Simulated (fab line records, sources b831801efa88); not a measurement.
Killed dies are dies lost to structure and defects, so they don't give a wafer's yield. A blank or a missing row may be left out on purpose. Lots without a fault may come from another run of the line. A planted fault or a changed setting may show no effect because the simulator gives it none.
fab line records | flow gf180mcu
record lots=5 wafers=15 last_day=33
route steps=602 shown V2@406 M3@409 V3@429
lots that met no fault: from a run of the same line without faults
start_h: hours from the record's first day to the start of the lot's first wafer shown | wait_h: hours since the lot's step before | " the same as in the row above | L1.1+2: a row that stands for several wafers | - no value, or no start given | * or withheld: withheld | < > ~ a bound
route shown NAME@n: a module of which the file shows steps, and the number in the route of the first | usual: mean/standard deviation of fault-free wafers | same: alike in all rows | chamber/n: place in a boat | sites: the reading at each site | _std_site: their standard deviation | _edge_site: outer sites' mean less inner sites' | radius_mm: how far each site lies from the wafer's centre | mask NAME#n: copy n | behind: the tool/chamber that last shaped the wafer | hold: why the lot was held/for how many hours/how that ended | device: the transistor (n, p or np) that didn't switch | end of line: the same wafers' tests at the end of the route | a step without rows: its recipe alone | killed: dies lost to structure and defects at the first sort, not the wafer's yield | map: a wafer's dies, x killed, . not, _ none there
set.NAME: the setting as run; set.NAME@STEP: as run at that earlier step | model.NAME: the simulator's own value behind a step, which no gauge read
lots at some steps of the route; a table a step, a row a wafer
services: from which hour (start_h, from the record's first day; less than 0 if before it) a tool's chamber was out of use, for how many hours, and why
## steps
# step GF_V2_RS_MEAS_24
# recipe thk_meas_gauge=four-point-probe reads=W_of_V2_CVD_23+TiN_of_V2_SPUTTER_22+Ti_of_V2_SPUTTER_21
# usual V2_W_RS=0.314/0.0036
# columns lot.wafer tool chamber start_h wait_h V2_W_RS[ohm/sq]
L074.1 film_metro-04 - 465.07 0.1 0.310
L074.4 " - " " 0.311
L074.5 " - " " 0.315
L077.2 film_metro-01 - 496.81 0.1 0.314
L077.4 " - " " 0.316
L077.6 " - " " 0.317
L079.4 film_metro-02 - 508.33 0.1 0.314
L079.5 " - " " 0.311
L079.6 " - " " 0.309
L088.1 film_metro-02 - 582.24 0.1 0.308
L088.3 " - " " 0.311
L088.4 " - " " 0.309
L093.1 film_metro-01 - 618.22 0.1 0.314
L093.3 " - " " 0.310
L093.4 " - " " 0.320
# step GF_V2_THK_MEAS_25
# recipe thk_meas_gauge=xrf reads=W_of_V2_CVD_23
# usual V2_W_THK=378/6.2
# columns lot.wafer tool chamber start_h wait_h V2_W_THK[nm]
L074.1 film_metro-04 - 465.19 0.1 379
L074.4 " - " " 373
L074.5 " - " " 372
L077.2 film_metro-01 - 496.92 0.1 387
L077.4 " - " " 384
L077.6 " - " " 384
L079.4 film_metro-02 - 508.42 0.1 378
L079.5 " - " " 381
L079.6 " - " " 386
L088.1 film_metro-02 - 582.36 0.1 383
L088.3 " - " " 381
L088.4 " - " " 384
L093.1 film_metro-01 - 618.34 0.1 385
L093.3 " - " " 391
L093.4 " - " " 377
# step GF_V2_CMP_26
# recipe stop_on=SiO2 down_force_psi=3.5 platen_rpm=60 t_overpolish_s=15 target_thk_nm=0 pad_velocity_m_s=0.94248
# usual edge_zone_pressure_frac=1.001/0.0056 head_pressure_psi=3.500/0.0079 motor_current_A=11.4/1.1 overpolish_run_s=15.000/0.0087 slurry_flow_ml_min=150.0/0.41 time_to_endpoint_s=89/5.8
# columns lot.wafer tool chamber start_h wait_h edge_zone_pressure_frac head_pressure_psi motor_current_A overpolish_run_s slurry_flow_ml_min time_to_endpoint_s
L074.1 cmp-02 0 465.25 0.1 1.008 3.508 12.1 14.997 150.4 93
L074.4 " 1 " " 0.999 3.506 12.9 14.996 150.2 98
L074.5 " 0 " " 1.004 3.496 12.2 15.006 150.3 93
L077.2 cmp-02 3 497.02 0.1 1.000 3.493 11.1 15.001 149.3 91
L077.4 " 1 " " 0.995 3.494 12.6 14.998 150.2 100
L077.6 " 3 " " 1.008 3.505 10.4 15.013 149.6 89
L079.4 cmp-02 2 508.55 0.1 1.010 3.506 9.5 14.986 149.8 83
L079.6 " 0 " " 1.002 3.485 12.4 14.999 150.1 94
L079.5 " 1 " " 1.003 3.498 12.7 14.992 150.4 98
L088.1 cmp-01 2 582.42 0.1 1.004 3.484 12.3 15.002 149.4 83
L088.3 " 3 " " 1.007 3.507 11.5 15.006 149.6 77
L088.4 " 1 " " 0.998 3.502 11.2 15.014 150.3 86
L093.3 cmp-02 0 618.40 0.0 0.999 3.505 12.1 15.005 150.0 92
L093.1 " 2 " " 1.003 3.497 9.0 15.008 149.4 82
L093.4 " 3 " " 1.008 3.517 10.5 15.007 149.5 86
# step GF_M3_SPUTTER_00
# recipe material=Ti target_thk_nm=37.5 arriving_ion_energy_ev=80 substrate_temp_c=200 chamber_pressure_pa=2 power_w=4000 time_s=150
# usual throttle_valve_pct=30.4/1
# columns lot.wafer tool chamber start_h wait_h throttle_valve_pct
L074.1 pvd_sputter-01 - 465.55 0.2 30.4
L074.4 " - " " 29.3
L074.5 " - " " 30.9
L077.2 pvd_sputter-01 - 497.27 0.2 31.4
L077.4 " - " " 30.3
L077.6 " - " " 29.3
L079.4 pvd_sputter-03 - 508.75 0.1 30.6
L079.5 " - " " 31.2
L079.6 " - " " 30.4
L088.1 pvd_sputter-03 - 582.72 0.2 29.7
L088.3 " - " " 31.0
L088.4 " - " " 30.6
L093.1 pvd_sputter-01 - 618.70 0.1 31.6
L093.3 " - " " 30.7
L093.4 " - " " 29.3
# step GF_M3_SPUTTER_01
# recipe material=TiN target_thk_nm=30 power_w=6500 time_s=25 chamber_pressure_pa=0.4
# usual throttle_valve_pct=30.4/1
# columns lot.wafer tool chamber start_h wait_h throttle_valve_pct
L074.1 pvd_sputter-01 - 465.65 0.1 30.3
L074.4 " - " " 29.1
L074.5 " - " " 30.8
L077.2 pvd_sputter-01 - 497.37 0.1 31.3
L077.4 " - " " 30.5
L077.6 " - " " 29.2
L079.4 pvd_sputter-03 - 508.85 0.1 31.0
L079.5 " - " " 31.0
L079.6 " - " " 30.5
L088.1 pvd_sputter-03 - 582.82 0.1 29.9
L088.3 " - " " 30.9
L088.4 " - " " 30.4
L093.1 pvd_sputter-01 - 618.80 0.1 31.4
L093.3 " - " " 30.7
L093.4 " - " " 29.2
# step GF_M3_SPUTTER_02
# recipe material=AlCu target_thk_nm=450 power_w=10600 time_s=23.9 chamber_pressure_pa=0.4
# usual throttle_valve_pct=30.4/1
# columns lot.wafer tool chamber start_h wait_h throttle_valve_pct
L074.1 pvd_sputter-01 - 465.68 0.0 30.6
L074.4 " - " " 29.1
L074.5 " - " " 30.7
L077.2 pvd_sputter-01 - 497.40 0.0 31.7
L077.4 " - " " 30.2
L077.6 " - " " 29.4
L079.4 pvd_sputter-03 - 508.88 0.0 31.1
L079.5 " - " " 31.0
L079.6 " - " " 30.4
L088.1 pvd_sputter-03 - 582.85 0.0 29.9
L088.3 " - " " 30.8
L088.4 " - " " 30.2
L093.1 pvd_sputter-01 - 618.83 0.0 31.3
L093.3 " - " " 31.0
L093.4 " - " " 29.0
# step GF_M3_SPUTTER_03
# recipe material=Ti target_thk_nm=10 substrate_temp_c=300 chamber_pressure_pa=0.3 power_w=3000 time_s=6.7
# usual throttle_valve_pct=30.4/1
# columns lot.wafer tool chamber start_h wait_h throttle_valve_pct
L074.1 pvd_sputter-01 - 465.71 0.0 30.2
L074.4 " - " " 29.0
L074.5 " - " " 30.5
L077.2 pvd_sputter-01 - 497.43 0.0 31.6
L077.4 " - " " 30.3
L077.6 " - " " 29.2
L079.4 pvd_sputter-03 - 508.91 0.0 30.8
L079.5 " - " " 31.2
L079.6 " - " " 30.4
L088.1 pvd_sputter-03 - 582.88 0.0 29.8
L088.3 " - " " 30.8
L088.4 " - " " 30.5
L093.1 pvd_sputter-01 - 618.86 0.0 31.7
L093.3 " - " " 30.9
L093.4 " - " " 29.2
# step GF_M3_SPUTTER_04
# recipe material=TiN target_thk_nm=50 power_w=6500 time_s=41.7 chamber_pressure_pa=0.4
# usual throttle_valve_pct=30.4/1
# columns lot.wafer tool chamber start_h wait_h throttle_valve_pct
L074.1 pvd_sputter-01 - 465.73 0.0 30.2
L074.4 " - " " 29.1
L074.5 " - " " 30.9
L077.2 pvd_sputter-01 - 497.45 0.0 31.7
L077.4 " - " " 30.5
L077.6 " - " " 29.2
L079.4 pvd_sputter-03 - 508.93 0.0 30.7
L079.5 " - " " 31.0
L079.6 " - " " 30.6
L088.1 pvd_sputter-03 - 582.90 0.0 29.8
L088.3 " - " " 30.9
L088.4 " - " " 30.5
L093.1 pvd_sputter-01 - 618.89 0.0 31.5
L093.3 " - " " 31.0
L093.4 " - " " 29.2
# step GF_M3_RS_MEAS_05
# recipe thk_meas_gauge=four-point-probe reads=TiN_of_M3_SPUTTER_04+Ti_of_M3_SPUTTER_03+AlCu_of_M3_SPUTTER_02+TiN_of_M3_SPUTTER_01+Ti_of_M3_SPUTTER_00
# usual M3_ALCU_RS=0.0696/0.00095
# columns lot.wafer tool chamber start_h wait_h M3_ALCU_RS[ohm/sq]
L074.1 film_metro-01 - 465.77 0.0 0.0684
L074.4 " - " " 0.0699
L074.5 " - " " 0.0703
L077.2 film_metro-03 - 497.51 0.0 0.0697
L077.4 " - " " 0.0686
L077.6 " - " " 0.0702
L079.4 film_metro-01 - 509.03 0.1 0.0719
L079.5 " - " " 0.0710
L079.6 " - " " 0.0716
L088.1 film_metro-02 - 582.94 0.0 0.0686
L088.3 " - " " 0.0704
L088.4 " - " " 0.0701
L093.1 film_metro-02 - 618.93 0.0 0.0692
L093.3 " - " " 0.0699
L093.4 " - " " 0.0701
# step GF_M3_THK_MEAS_06
# recipe thk_meas_gauge=xrf reads=AlCu_of_M3_SPUTTER_02
# usual M3_ALCU_THK=456/7
# columns lot.wafer tool chamber start_h wait_h M3_ALCU_THK[nm]
L074.1 film_metro-01 - 465.89 0.1 464
L074.4 " - " " 452
L074.5 " - " " 450
L077.2 film_metro-03 - 497.62 0.1 457
L077.4 " - " " 464
L077.6 " - " " 454
L079.4 film_metro-01 - 509.12 0.1 438
L079.5 " - " " 446
L079.6 " - " " 438
L088.1 film_metro-02 - 583.06 0.1 463
L088.3 " - " " 451
L088.4 " - " " 453
L093.1 film_metro-02 - 619.05 0.1 456
L093.3 " - " " 456
L093.4 " - " " 454
# step GF_M3_DEHYDRATE_07
# recipe temp_c=200 time_s=60
# columns lot.wafer tool chamber start_h wait_h
L074.1+4+5 litho_track-02 0 477.73 11.8
L077.2+4+6 litho_track-03 0 509.48 11.9
L079.4+5+6 litho_track-03 0 520.33 11.2
L088.1+3+4 litho_track-02 0 593.13 10.1
L093.1+3+4 litho_track-01 0 628.79 9.7
# step GF_M3_HMDS_08
# recipe prime_time_s=60 prime_temp_c=120
# usual prime_temp_c=120.01/0.12
# columns lot.wafer tool chamber start_h wait_h prime_temp_c
L074.1 litho_track-02 0 477.88 0.1 120.08
L074.4 " 0 " " 120.03
L074.5 " 0 " " 120.22
L077.2 litho_track-03 0 509.63 0.1 119.86
L077.4 " 0 " " 119.88
L077.6 " 0 " " 119.83
L079.4 litho_track-03 0 520.48 0.1 120.16
L079.5 " 0 " " 120.33
L079.6 " 0 " " 120.02
L088.1 litho_track-02 0 593.28 0.1 120.22
L088.3 " 0 " " 120.42
L088.4 " 0 " " 120.20
L093.1 litho_track-01 0 628.94 0.1 119.92
L093.3 " 0 " " 119.96
L093.4 " 0 " " 119.95
# step GF_M3_COAT_09
# recipe resist=KrF spin_rpm=withheld resist_thk_nm=1000
# columns lot.wafer tool chamber start_h wait_h
L074.1+4+5 litho_track-02 0 478.03 0.1
L077.2+4+6 litho_track-03 0 509.78 0.1
L079.4+5+6 litho_track-03 0 520.63 0.1
L088.1+3+4 litho_track-02 0 593.43 0.1
L093.1+3+4 litho_track-01 0 629.09 0.1
# step GF_M3_SOFTBAKE_10
# recipe temp_c=130 time_s=62.91 resist=KrF
# usual plate_sensor_t_centre_C=131.01/0.012 plate_sensor_t_edge_C=131.21/0.011
# columns lot.wafer tool chamber start_h wait_h plate_sensor_t_centre_C plate_sensor_t_edge_C
L074.1 litho_track-02 0 478.18 0.1 131.03 131.21
L074.4 " 0 " " 131.02 131.21
L074.5 " 0 " " 131.03 131.21
L077.2 litho_track-03 0 509.93 0.1 131.03 131.19
L077.4 " 0 " " 131.03 131.19
L077.6 " 0 " " 131.01 131.2
L079.4 litho_track-03 0 520.78 0.1 131.02 131.22
L079.5 " 0 " " 131.01 131.22
L079.6 " 0 " " 131 131.22
L088.1 litho_track-02 0 593.58 0.1 131 131.21
L088.3 " 0 " " 131.03 131.23
L088.4 " 0 " " 131.01 131.2
L093.1 litho_track-01 0 629.24 0.1 131.02 131.22
L093.3 " 0 " " 131 131.2
L093.4 " 0 " " 131.01 131.21
# step GF_M3_EXPOSE_11
# recipe mask_id=Metal3 target_cd_nm=280 na=0.68 source_shape=conventional sigma_outer=0.6 dose_mj=28
# columns lot.wafer tool chamber start_h wait_h mask
L074.1+4+5 krf_scanner-02 0 - - Metal3#0
L077.2+4+6 krf_scanner-01 0 - - Metal3#0
L079.4+5+6 krf_scanner-02 0 - - Metal3#0
L088.1+3+4 krf_scanner-01 0 - - Metal3#0
L093.1+3+4 krf_scanner-01 0 - - Metal3#0
# step GF_M3_PEB_12
# recipe peb_temp_c=135 peb_time_s=90 resist=KrF
# columns lot.wafer tool chamber start_h wait_h
L074.1+4+5 litho_track-01 0 - -
L077.2+4+6 litho_track-01 0 - -
L079.4+5+6 litho_track-03 0 - -
L088.1+3+4 litho_track-02 0 - -
L093.1+3+4 litho_track-02 0 - -
# step GF_M3_DEVELOP_13
# recipe develop_time_s=60 dev_temp_c=21
# columns lot.wafer tool chamber start_h wait_h
L074.1+4+5 litho_track-01 0 490.54 0.2
L077.2+4+6 litho_track-01 0 521.16 0.2
L079.4+5+6 litho_track-03 0 532.53 0.1
L088.1+3+4 litho_track-02 0 603.88 0.2
L093.1+3+4 litho_track-02 0 638.63 0.2
# step GF_M3_CD_MEAS_14
# recipe target_cd_nm=280
# usual cd_nm=280.1/1.5
# columns lot.wafer tool chamber start_h wait_h cd_nm
L074.1 cd_sem-01 - 490.69 0.1 279.1
L074.4 " - " " 280.3
L074.5 " - " " 281.1
L077.2 cd_sem-01 - 521.31 0.1 276.9
L077.4 " - " " 277.3
L077.6 " - " " 277.4
L079.4 cd_sem-01 - 532.67 0.1 282.7
L079.5 " - " " 283.0
L079.6 " - " " 281.9
L088.1 cd_sem-02 - 604.03 0.1 280.8
L088.3 " - " " 279.2
L088.4 " - " " 280.7
L093.1 cd_sem-01 - 638.78 0.1 281.2
L093.3 " - " " 280.6
L093.4 " - " " 282.3
# step GF_M3_OVL_MEAS_15
# usual M3_OVL=4/4.5
# columns lot.wafer tool chamber start_h wait_h M3_OVL[nm]
L074.1 overlay-01 - 490.81 0.1 5
L074.4 " - " " 1
L074.5 " - " " 1
L077.2 overlay-01 - 521.42 0.1 7
L077.4 " - " " 6
L077.6 " - " " 10
L079.4 overlay-01 - 532.74 0.1 4
L079.5 " - " " 6
L079.6 " - " " 2
L088.1 overlay-01 - 604.15 0.1 7
L088.3 " - " " 8
L088.4 " - " " 5
L093.1 overlay-01 - 638.90 0.1 5
L093.3 " - " " -1
L093.4 " - " " -1
# step GF_M3_METAL_ETCH_16
# recipe chemistry=Cl2/BCl3 mask_material=KrF target_depth_nm=627.5 stop_on=SiO2 pressure_mtorr=8 icp_w=800 bias_w=140 Cl2_flow_sccm=80 bcl3_flow_sccm=40 time_s=104.6
# usual drypump_motor_current_A=5.6/0.65 oes_product_au=0.972/0.007 throttle_valve_pct=28.250/0.011
# columns lot.wafer tool chamber start_h wait_h drypump_motor_current_A oes_product_au rf_hours_counter_h throttle_valve_pct
L074.1 rie_metal-02 1 490.85 0.0 6.2 0.976 4.2 28.233
L074.4 " 0 " " 5.4 0.969 - 28.239
L074.5 " 1 " " 6.2 0.962 - 28.252
L077.2 rie_metal-04 1 521.45 0.0 4.9 0.972 4.6 28.252
L077.4 " 0 " " 4.8 0.977 - 28.237
L077.6 " 1 " " 4.9 0.972 - 28.254
L079.4 rie_metal-02 1 532.80 0.0 6.2 0.959 - 28.271
L079.5 " 1 " " 6.2 0.967 - 28.272
L079.6 " 0 " " 5.4 0.961 - 28.269
L088.1 rie_metal-02 0 604.18 0.0 5.4 0.974 2.6 28.252
L088.3 " 1 " " 6.2 0.965 - 28.263
L088.4 " 0 " " 5.4 0.964 - 28.248
L093.1 rie_metal-04 1 638.93 0.0 4.9 0.973 7.9 28.248
L093.3 " 1 " " 4.9 0.970 - 28.253
L093.4 " 0 " " 4.9 0.969 - 28.258
# step GF_M3_STRIP_17
# recipe chemistry=O2/N2 power_w=1400 pressure_mtorr=1500 platen_temp_c=250 o2_flow_sccm=3000 n2_flow_sccm=300 overash_fraction=0.5
# usual drypump_motor_current_A=5.5/0.3 heater_power_w=299/24 oes_product_au=0.558/0.0051 strip_time_to_endpoint_s=7.87/0.051
# columns lot.wafer tool chamber start_h wait_h drypump_motor_current_A heater_power_w oes_product_au rf_hours_counter_h strip_time_to_endpoint_s
L074.1 plasma_asher-04 1 490.96 0.1 5.3 303 0.555 40 7.75
L074.4 " 0 " " 5.5 291 0.559 - 7.80
L074.5 " 1 " " 5.3 309 0.561 - 7.78
L077.2 plasma_asher-04 1 521.56 0.1 5.3 303 0.555 43 7.81
L077.4 " 0 " " 5.5 278 0.555 - 7.85
L077.6 " 1 " " 5.3 313 0.553 - 7.87
L079.4 plasma_asher-03 1 532.91 0.1 5.8 288 0.552 - 7.82
L079.5 " 0 " " 5.2 287 0.554 - 7.76
L079.6 " 1 " " 5.8 291 0.561 - 7.89
L088.1 plasma_asher-03 1 604.29 0.1 5.8 299 0.557 16 7.91
L088.3 " 1 " " 5.8 295 0.552 - 7.80
L088.4 " 0 " " 5.2 299 0.561 - 8.00
L093.1 plasma_asher-03 1 639.04 0.1 5.8 292 0.559 21 7.87
L093.3 " 1 " " 5.8 304 0.557 - 7.88
L093.4 " 0 " " 5.2 290 0.562 - 7.93
# step GF_M3_STRIP_18
# recipe chemistry=post_etch_residue_remover time_s=1200 temp_c=72.5
# usual bath_guard_temp_C=72.5/0.53
# columns lot.wafer tool chamber start_h wait_h bath_guard_temp_C
L074.1 wet_bench-01 1 491.06 0.1 73.6
L074.4 " 1 " " 73.4
L074.5 " 1 " " 73.7
L077.2 wet_bench-02 1 521.66 0.1 73.2
L077.4 " 1 " " 73.2
L077.6 " 1 " " 72.9
L079.4 wet_bench-04 1 532.98 0.0 72.6
L079.5 " 1 " " 72.5
L079.6 " 1 " " 72.6
L088.1 wet_bench-04 3 604.39 0.1 72.6
L088.3 " 3 " " 72.3
L088.4 " 3 " " 72.5
L093.1 wet_bench-04 1 639.14 0.1 72.7
L093.3 " 1 " " 72.4
L093.4 " 1 " " 72.8
# step GF_M3_CLEAN_19
# recipe chemistry=DIW dry=n2_spin
# columns lot.wafer tool chamber start_h wait_h
L074.1+4+5 wet_bench-04 0 491.43 0.0
L077.2+4+6 wet_bench-04 0 522.00 0.0
L079.4+5+6 wet_bench-01 0 533.32 0.0
L088.1+3+4 wet_bench-04 0 604.74 0.0
L093.1+3+4 wet_bench-02 3 639.49 0.0
# step GF_V3_CVD_00
# recipe material=SiO2 target_thk_nm=600 sigma_open_frac=0.3 temp_c=400 time_s=100 sih4_flow_sccm=60 pressure_mtorr=6
# usual pressure_mtorr=6.000/0.013
# columns lot.wafer tool chamber start_h wait_h pressure_mtorr
L074.1 hdpcvd-01 1 491.53 0.0 5.986
L074.4 " 0 " " 6.000
L074.5 " 1 " " 6.007
L077.2 hdpcvd-02 0 522.09 0.0 6.002
L077.4 " 1 " " 5.994
L077.6 " 0 " " 6.023
L079.4 hdpcvd-01 0 533.44 0.0 6.007
L079.5 " 1 " " 5.987
L079.6 " 2 " " 5.980
L088.1 hdpcvd-01 2 604.83 0.0 6.007
L088.3 " 1 " " 5.996
L088.4 " 1 " " 5.998
L093.1 hdpcvd-02 1 639.58 0.0 6.008
L093.3 " 0 " " 5.989
L093.4 " 1 " " 5.997
# step GF_V3_THK_MEAS_01
# recipe reads=SiO2_of_V3_CVD_00
# usual V3_CVD_00_THK=599/8.7
# columns lot.wafer tool chamber start_h wait_h V3_CVD_00_THK[nm]
L074.1 film_metro-03 - 491.60 0.0 595
L074.4 " - " " 587
L074.5 " - " " 597
L077.2 film_metro-04 - 522.17 0.0 602
L077.4 " - " " 608
L077.6 " - " " 602
L079.4 film_metro-01 - 533.51 0.0 588
L079.5 " - " " 602
L079.6 " - " " 591
L088.1 film_metro-04 - 604.90 0.0 587
L088.3 " - " " 604
L088.4 " - " " 593
L093.1 film_metro-01 - 639.65 0.0 609
L093.3 " - " " 600
L093.4 " - " " 604
# step GF_V3_CVD_02
# recipe material=SiO2 target_thk_nm=850 precursor=TEOS temp_c=400 time_s=94.851 rf_w=600
# usual heater_power_w=664/110
# columns lot.wafer tool chamber start_h wait_h heater_power_w since_wet_clean_h
L074.1 pecvd-01 1 491.66 0.1 611 109
L074.4 " 0 " " 655 -
L074.5 " 1 " " 663 -
L077.2 pecvd-02 1 522.22 0.0 651 764
L077.4 " 2 " " 652 -
L077.6 " 0 " " 422 -
L079.4 pecvd-03 2 533.58 0.1 847 -
L079.5 " 0 " " 506 -
L079.6 " 1 " " 665 -
L088.1 pecvd-01 0 604.96 0.1 659 222
L088.3 " 2 " " 582 222
L088.4 " 0 " " 689 -
L093.1 pecvd-01 0 639.71 0.1 658 257
L093.3 " 2 " " 553 257
L093.4 " 0 " " 676 -
# step GF_V3_THK_MEAS_03
# recipe reads=SiO2_of_V3_CVD_02
# usual V3_CVD_02_THK=847/13
# columns lot.wafer tool chamber start_h wait_h V3_CVD_02_THK[nm]
L074.1 film_metro-01 - 491.73 0.0 828
L074.4 " - " " 868
L074.5 " - " " 852
L077.2 film_metro-01 - 522.30 0.0 846
L077.4 " - " " 863
L077.6 " - " " 848
L079.4 film_metro-04 - 533.64 0.0 867
L079.5 " - " " 848
L079.6 " - " " 852
L088.1 film_metro-01 - 605.03 0.0 842
L088.3 " - " " 836
L088.4 " - " " 857
L093.1 film_metro-01 - 639.78 0.0 833
L093.3 " - " " 840
L093.4 " - " " 855
# step GF_V3_CMP_04
# recipe material=SiO2 down_force_psi=4 platen_rpm=60 pad_velocity_m_s=0.94248
# usual edge_zone_pressure_frac=1.001/0.0046 head_pressure_psi=4.000/0.0094 motor_current_A=12.4/1.1 slurry_flow_ml_min=150.0/0.47 time_to_endpoint_s=78/8.3
# columns lot.wafer tool chamber start_h wait_h edge_zone_pressure_frac head_pressure_psi motor_current_A slurry_flow_ml_min time_to_endpoint_s
L074.1 cmp-01 2 491.79 0.1 1.005 3.991 13.0 149.9 66
L074.4 " 1 " " 0.999 3.989 12.0 150.1 85
L074.5 " 3 " " 1.005 3.995 14.0 149.8 71
L077.2 cmp-01 1 522.40 0.1 1.004 3.999 12.4 150.5 79
L077.4 " 2 " " 0.994 4.000 14.0 150.5 82
L077.6 " 1 " " 1.003 3.997 12.7 151.0 81
L079.4 cmp-01 0 533.72 0.1 0.999 3.997 11.5 150.0 83
L079.6 " 3 " " 0.999 4.000 12.6 150.0 69
L079.5 " 0 " " 1.002 4.003 11.3 150.1 75
L088.4 cmp-02 3 605.09 0.0 1.000 3.995 11.9 149.4 82
L088.1 " 0 " " 0.998 4.005 13.2 150.3 75
L088.3 " 2 " " 1.004 3.989 10.2 150.8 66
L093.1 cmp-01 1 639.89 0.1 0.997 3.995 11.7 150.1 73
L093.3 " 2 " " 1.004 3.996 14.1 150.4 75
L093.4 " 3 " " 1.007 3.999 13.3 149.5 78
# step GF_V3_BOW_MEAS_05
# recipe mode=bow
# usual V3_BOW=118/8
# columns lot.wafer tool chamber start_h wait_h V3_BOW[um]
L074.1 film_metro-03 - 492.09 0.2 119
L074.4 " - " " 125
L074.5 " - " " 111
L077.2 film_metro-01 - 522.67 0.2 114
L077.4 " - " " 111
L077.6 " - " " 127
L079.4 film_metro-03 - 534.03 0.3 116
L079.5 " - " " 127
L079.6 " - " " 109
L088.1 film_metro-04 - 605.39 0.2 106
L088.3 " - " " 122
L088.4 " - " " 102
L093.1 film_metro-04 - 640.14 0.2 112
L093.3 " - " " 111
L093.4 " - " " 114
# step GF_V3_DEHYDRATE_06
# recipe temp_c=200 time_s=60
# columns lot.wafer tool chamber start_h wait_h
L074.1+4+5 litho_track-03 0 503.46 11.3
L077.2+4+6 litho_track-03 0 533.88 11.2
L079.4+5+6 litho_track-01 0 545.16 11.1
L088.1+3+4 litho_track-04 0 615.31 9.9
L093.1+3+4 litho_track-03 0 649.66 9.5
# step GF_V3_HMDS_07
# recipe prime_time_s=60 prime_temp_c=120
# usual prime_temp_c=119.99/0.13
# columns lot.wafer tool chamber start_h wait_h prime_temp_c
L074.1 litho_track-03 0 503.61 0.1 119.97
L074.4 " 0 " " 119.88
L074.5 " 0 " " 119.85
L077.2 litho_track-03 0 534.03 0.1 120.03
L077.4 " 0 " " 119.87
L077.6 " 0 " " 120.05
L079.4 litho_track-01 0 545.31 0.1 119.91
L079.5 " 0 " " 119.88
L079.6 " 0 " " 119.87
L088.1 litho_track-04 0 615.46 0.1 119.80
L088.3 " 0 " " 119.91
L088.4 " 0 " " 119.86
L093.1 litho_track-03 0 649.81 0.1 119.89
L093.3 " 0 " " 120.22
L093.4 " 0 " " 120.19
# step GF_V3_COAT_08
# recipe resist=BARC temp_c=withheld time_s=withheld spin_rpm=withheld resist_thk_nm=withheld
# columns lot.wafer tool chamber start_h wait_h
L074.1+4+5 litho_track-03 0 503.76 0.1
L077.2+4+6 litho_track-03 0 534.18 0.1
L079.4+5+6 litho_track-01 0 545.46 0.1
L088.1+3+4 litho_track-04 0 615.61 0.1
L093.1+3+4 litho_track-03 0 649.96 0.1
# step GF_V3_COAT_09
# recipe resist=KrF spin_rpm=withheld resist_thk_nm=1000
# columns lot.wafer tool chamber start_h wait_h
L074.1+4+5 litho_track-03 0 - -
L077.2+4+6 litho_track-03 0 - -
L079.4+5+6 litho_track-01 0 - -
L088.1+3+4 litho_track-04 0 - -
L093.1+3+4 litho_track-03 0 - -
# step GF_V3_SOFTBAKE_10
# recipe temp_c=130 time_s=60 resist=KrF
# columns lot.wafer tool chamber start_h wait_h
L074.1+4+5 litho_track-03 0 - -
L077.2+4+6 litho_track-03 0 - -
L079.4+5+6 litho_track-01 0 - -
L088.1+3+4 litho_track-04 0 - -
L093.1+3+4 litho_track-03 0 - -
# step GF_V3_EXPOSE_11
# recipe mask_id=Via3 target_cd_nm=260 na=0.68 source_shape=conventional sigma_outer=0.6 dose_mj=38.6
# columns lot.wafer tool chamber start_h wait_h mask
L074.1+4+5 krf_scanner-01 0 - - Via3#0
L077.2+4+6 krf_scanner-01 0 - - Via3#0
L079.4+5+6 krf_scanner-02 0 - - Via3#0
L088.1+3+4 krf_scanner-01 0 - - Via3#0
L093.1+3+4 krf_scanner-01 0 - - Via3#0
# step GF_V3_PEB_12
# recipe peb_temp_c=135 peb_time_s=90 resist=KrF
# columns lot.wafer tool chamber start_h wait_h
L074.1+4+5 litho_track-03 0 - -
L077.2+4+6 litho_track-03 0 - -
L079.4+5+6 litho_track-04 0 - -
L088.1+3+4 litho_track-03 0 - -
L093.1+3+4 litho_track-01 0 - -
# step GF_V3_DEVELOP_13
# recipe develop_time_s=60 resist=KrF dev_temp_c=21
# columns lot.wafer tool chamber start_h wait_h
L074.1+4+5 litho_track-03 0 516.36 0.2
L077.2+4+6 litho_track-03 0 545.53 0.2
L079.4+5+6 litho_track-04 0 557.08 0.1
L088.1+3+4 litho_track-03 0 625.56 0.2
L093.1+3+4 litho_track-01 0 659.79 0.2
# step GF_V3_CD_MEAS_14
# recipe target_cd_nm=260
# usual cd_nm=260.2/1.3
# columns lot.wafer tool chamber start_h wait_h cd_nm
L074.1 cd_sem-01 - 516.51 0.1 260.2
L074.4 " - " " 260.2
L074.5 " - " " 261.8
L077.2 cd_sem-01 - 545.68 0.1 259.7
L077.4 " - " " 259.4
L077.6 " - " " 260.2
L079.4 cd_sem-02 - 557.22 0.1 259.6
L079.5 " - " " 259.5
L079.6 " - " " 260.1
L088.1 cd_sem-02 - 625.71 0.1 260.4
L088.3 " - " " 262.5
L088.4 " - " " 262.3
L093.1 cd_sem-02 - 659.94 0.1 259.1
L093.3 " - " " 259.0
L093.4 " - " " 258.1
# step GF_V3_OVL_MEAS_15
# usual V3_OVL=3/5.2
# columns lot.wafer tool chamber start_h wait_h V3_OVL[nm]
L074.1 overlay-01 - 516.63 0.1 8
L074.4 " - " " 5
L074.5 " - " " 9
L077.2 overlay-02 - 545.78 0.1 9
L077.4 " - " " 8
L077.6 " - " " 10
L079.4 overlay-02 - 557.29 0.1 -3
L079.5 " - " " -1
L079.6 " - " " -3
L088.1 overlay-02 - 625.83 0.1 8
L088.3 " - " " 2
L088.4 " - " " 1
L093.1 overlay-01 - 660.06 0.1 4
L093.3 " - " " 10
L093.4 " - " " 0
## services
# columns tool chamber start_h hours kind
plasma_asher-03 - 446.94 12.6 repair
cmp-01 - 451.22 1.0 repair
krf_scanner-01 - 462.31 4.4 pm
hdpcvd-01 0 466.36 3.4 repair
pvd_sputter-03 - 467.58 21.1 repair
krf_scanner-01 - 478.72 6.7 repair
krf_scanner-01 - 483.79 0.6 repair
krf_scanner-01 - 491.76 0.6 repair
krf_scanner-01 - 493.16 1.3 pm
cmp-02 - 510.46 0.3 repair
pvd_sputter-03 - 521.49 2.5 repair
pvd_sputter-01 - 528.56 4.4 repair
cmp-02 - 541.29 0.3 repair
krf_scanner-01 - 545.26 6.4 repair
krf_scanner-01 - 547.32 0.3 repair
krf_scanner-01 - 551.67 1.0 pm
cmp-02 - 572.25 4.0 pm
krf_scanner-01 - 581.99 1.4 repair
pvd_sputter-01 - 587.82 0.8 repair
krf_scanner-01 - 606.92 0.8 pm
krf_scanner-01 - 628.00 0.4 repair
cmp-02 - 638.93 1.1 repair
cmp-02 - 655.00 6.1 pm
pvd_sputter-01 - 658.73 1.8 repair
## key
fault none
